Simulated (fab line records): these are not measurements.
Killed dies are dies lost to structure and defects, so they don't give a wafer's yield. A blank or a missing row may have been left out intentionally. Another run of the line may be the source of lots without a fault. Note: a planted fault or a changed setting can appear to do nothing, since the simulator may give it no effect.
Comparing a struck lot with a sound one | flow gf180mcu | 28 steps out of a route of 602
Sound: wafers L532.3, L532.4, L532.6. Wafers L542.1, L542.2, L542.6 were the ones struck. The cause is named last.
Order at every step that has rows: each side's tool, ch and its chambers, its first start. Under that, the readings that differ: sound wafers | struck wafers | difference of the means | sigmas: that difference in standard deviations of wafers without a fault.
alike: same words and numbers on both sides, and readings whose means sit less than 2 such deviations apart. not compared: any withheld reading, any reading some wafer has no value for, any bound like >300 that may hide the same value, and any number with overlapping values for which the record gives no deviation.
Wherever a step has rows on one side only, a row that says differs or no value, or a row with sigmas, the two part there. When numbers do not overlap yet have no deviation, they are printed without sigmas and do not part them. A reading missing from all wafers of one side parts the sides only when that side holds two or more wafers.

GF_POLY_GATE_THK_MEAS_17:
  sound: filmMetro-04 at day 11 21:17; struck: filmMetro-04 at day 14 07:37
  alike: POLY_GATE_OXIDATION_THK
GF_POLY_GATE_CD_MEAS_18:
  sound: cdSem-01 at day 11 21:23; struck: cdSem-01 at day 14 07:40
  alike: cdNm
then, 7 steps without rows for these wafers: GF_HV_LDD_DEHYDRATE_00 (time 60 s); GF_HV_LDD_HMDS_01 (prime time 60 s); GF_HV_LDD_COAT_02 (resist thk 1000 nm); GF_HV_LDD_SOFTBAKE_03 (time 60 s); GF_HV_LDD_EXPOSE_04 (exposes mask Nplus LV AREA, target cd 400 nm); GF_HV_LDD_PEB_05; GF_HV_LDD_DEVELOP_06 (develop time 60 s).
GF_HV_LDD_CD_MEAS_07: the cd target is 400 nm.
  sound: cdSem-02 at day 12 16:23; struck: cdSem-01 at day 15 04:38
reading   | sound             | struck            | difference | sigmas
cdNm (nm) | 400.2 400.2 400.9 | 397.5 395.8 394.7 | -4.4       | -2
GF_HV_LDD_OVL_MEAS_08:
  sound: overlay-01 at day 12 16:28; struck: overlay-02 at day 15 04:46
  alike: HV_LDD_OVL
following that, these wafers have no rows for 1 step: GF_HV_LDD_IMPLANT_09.
GF_HV_LDD_STRIP_10: strips in O2/N2.
  sound on plasmaAsher-04 ch 0,1, day 12 16:41; struck on plasmaAsher-02 ch 0,1, day 15 04:56
  no value came back on the struck wafers for any of 5 readings (chamberPressureMTorr (mTorr), drypumpMotorCurrentA (A) and others); on the sound wafers chamberPressureMTorr (mTorr) reads 1501.8 1501.4 1498.1
reading                                    | sound | struck           | difference | sigmas
model.NOVOLAK_of_HV_LDD_COAT_02.thkNm (nm) | 0 0 0 | 1002 995.4 999.1 | +999       | 
  not compared: rfHoursCounterH
GF_HV_LDD_TW_MEAS_11:
  sound: filmMetro-01 at day 12 16:46; struck: filmMetro-02 at day 15 05:02
  alike: HV_LDD_TW
then, 7 steps without rows for these wafers: GF_HV_LDD_DEHYDRATE_12 (time 60 s); GF_HV_LDD_HMDS_13 (prime time 60 s); GF_HV_LDD_COAT_14 (resist thk 1000 nm); GF_HV_LDD_SOFTBAKE_15 (time 60 s); GF_HV_LDD_EXPOSE_16 (exposes mask Pplus LV AREA, target cd 400 nm); GF_HV_LDD_PEB_17; GF_HV_LDD_DEVELOP_18 (develop time 60 s).
GF_HV_LDD_CD_MEAS_19: the cd target is 400 nm.
  sound: cdSem-02 at day 13 11:11; struck: cdSem-02 at day 16 02:50
  alike: cdNm
GF_HV_LDD_OVL_MEAS_20:
  sound: overlay-01 at day 13 11:16; struck: overlay-02 at day 16 02:57
  alike: HV_LDD_01_OVL
following that, these wafers have no rows for 1 step: GF_HV_LDD_IMPLANT_21.
GF_HV_LDD_STRIP_22: strips in O2/N2.
  sound on plasmaAsher-04 ch 0,1, day 13 11:29; struck on plasmaAsher-01 ch 0,1, day 16 03:08
reading                  | sound             | struck            | difference | sigmas
stripTimeToEndpointS (s) | 12.61 12.63 12.63 | 27.58 27.52 27.58 | +14.94     | +99 or more
  alike: chamberPressureMTorr, drypumpMotorCurrentA, heaterPowerW, oesProductAu
  not compared: rfHoursCounterH
GF_HV_LDD_TW_MEAS_23:
  sound: filmMetro-03 at day 13 11:34; struck: filmMetro-01 at day 16 03:14
reading     | sound          | struck   | difference | sigmas
HV_LDD_2_TW | 1046 1047 1048 | 30 30 30 | -1017      | -99 or more
then, 1 step without rows for these wafers: GF_HV_LDD_DEHYDRATE_24 (time 60 s).
-- the record jumps here: 18 days lie between the struck wafers' starts before and after (it left off in module HV_LDD and takes up again in module PASSIVATION, whose first step shown is number 602 of the route) --
GF_PASSIVATION_PROBE_99:
  only the struck wafers here have rows in the record (prober-01, day 33 17:05); the sound ones have none

## WHERE THEY PART
Last at GF_PASSIVATION_PROBE_99 as far as this record goes, first at GF_HV_LDD_CD_MEAS_07.

WHY: the cause the simulator had injected
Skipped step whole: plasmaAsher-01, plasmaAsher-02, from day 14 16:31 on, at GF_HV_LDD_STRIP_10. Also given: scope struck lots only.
